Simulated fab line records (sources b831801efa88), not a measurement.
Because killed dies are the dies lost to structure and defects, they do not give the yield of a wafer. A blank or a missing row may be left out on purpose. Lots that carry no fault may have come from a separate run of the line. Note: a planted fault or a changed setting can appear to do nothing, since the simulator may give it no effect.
Matching of chambers || flow sky130 || rie_diel-04 running SKY_LI_CONTACT_ETCH_15: 4 sister chambers
The step etches PSG in C4F8/O2/Ar, stops on Si, target depth 600 nm. 16 wafers are shown with their chamber, then 8 later ones without.

== WAFERS PAIRED WITH THEIR CHAMBERS ==
{"wafer": "L074.1", "chamber": 1, "oes_product_au (a.u.)": 0.835}
{"wafer": "L074.2", "chamber": 2, "oes_product_au (a.u.)": 0.843}
{"wafer": "L074.3", "chamber": 3, "oes_product_au (a.u.)": 0.844}
{"wafer": "L074.4", "chamber": 0, "oes_product_au (a.u.)": 0.835}
{"wafer": "L074.5", "chamber": 2, "oes_product_au (a.u.)": 0.835}
{"wafer": "L074.6", "chamber": 3, "oes_product_au (a.u.)": 0.837}
{"wafer": "L077.4", "chamber": 2, "oes_product_au (a.u.)": 0.830}
{"wafer": "L077.5", "chamber": 1, "oes_product_au (a.u.)": 0.835}
{"wafer": "L077.6", "chamber": 0, "oes_product_au (a.u.)": 0.847}
{"wafer": "L078.1", "chamber": 0, "oes_product_au (a.u.)": 0.832}
{"wafer": "L078.3", "chamber": 3, "oes_product_au (a.u.)": 0.837}
{"wafer": "L078.6", "chamber": 3, "oes_product_au (a.u.)": 0.827}
{"wafer": "L085.1", "chamber": 2, "oes_product_au (a.u.)": 0.837}
{"wafer": "L085.4", "chamber": 1, "oes_product_au (a.u.)": 0.835}
{"wafer": "L085.5", "chamber": 2, "oes_product_au (a.u.)": 0.838}
{"wafer": "L089.1", "chamber": 0, "oes_product_au (a.u.)": 0.841}

SIGNATURES (means of the wafers above)
{"reading": "oes_product_au", "chamber 0": 0.83875, "chamber 1": 0.83500, "chamber 2": 0.83660, "chamber 3": 0.83625, "scatter within a chamber": 0.00554}
Rule: a wafer lies at a distance from a chamber equal to the root of the sum of squares, over the readings, of (its reading less the chamber's mean, divided by the reading's scatter). If the next closest chamber is less than 2 further off than the closest, the wafer can't be placed; otherwise it belongs to the closest. How the scatter is found: for the shown wafers, subtract from each reading the mean of its chamber, square and add these, divide the total by (wafers less chambers), then take the root.

== WAFERS WITHOUT THEIR CHAMBER ==
{"wafer": "L089.2", "oes_product_au (a.u.)": 0.839}
{"wafer": "L089.5", "oes_product_au (a.u.)": 0.832}
{"wafer": "L092.1", "oes_product_au (a.u.)": 0.832}
{"wafer": "L092.5", "oes_product_au (a.u.)": 0.835}
{"wafer": "L092.6", "oes_product_au (a.u.)": 0.843}
{"wafer": "L094.2", "oes_product_au (a.u.)": 0.841}
{"wafer": "L094.3", "oes_product_au (a.u.)": 0.840}
{"wafer": "L094.4", "oes_product_au (a.u.)": 0.837}

== EACH ONE'S CHAMBER ==
{"wafer": "L089.2", "from the rows above": "can't be placed: 0 or 2 or 3 or 1", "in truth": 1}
{"wafer": "L089.5", "from the rows above": "can't be placed: 1 or 3 or 2 or 0", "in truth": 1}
{"wafer": "L092.1", "from the rows above": "can't be placed: 1 or 3 or 2 or 0", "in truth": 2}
{"wafer": "L092.5", "from the rows above": "can't be placed: 1 or 3 or 2 or 0", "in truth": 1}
{"wafer": "L092.6", "from the rows above": "can't be placed: 0 or 2 or 3 or 1", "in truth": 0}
{"wafer": "L094.2", "from the rows above": "can't be placed: 0 or 2 or 3 or 1", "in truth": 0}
{"wafer": "L094.3", "from the rows above": "can't be placed: 0 or 2 or 3 or 1", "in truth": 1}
{"wafer": "L094.4", "from the rows above": "can't be placed: 2 or 3 or 0 or 1", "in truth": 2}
Correct placement for 0 of the 8. Unplaceable from these rows: 8, with the true chamber sitting among the candidates in 8. Wrongly placed: 0.
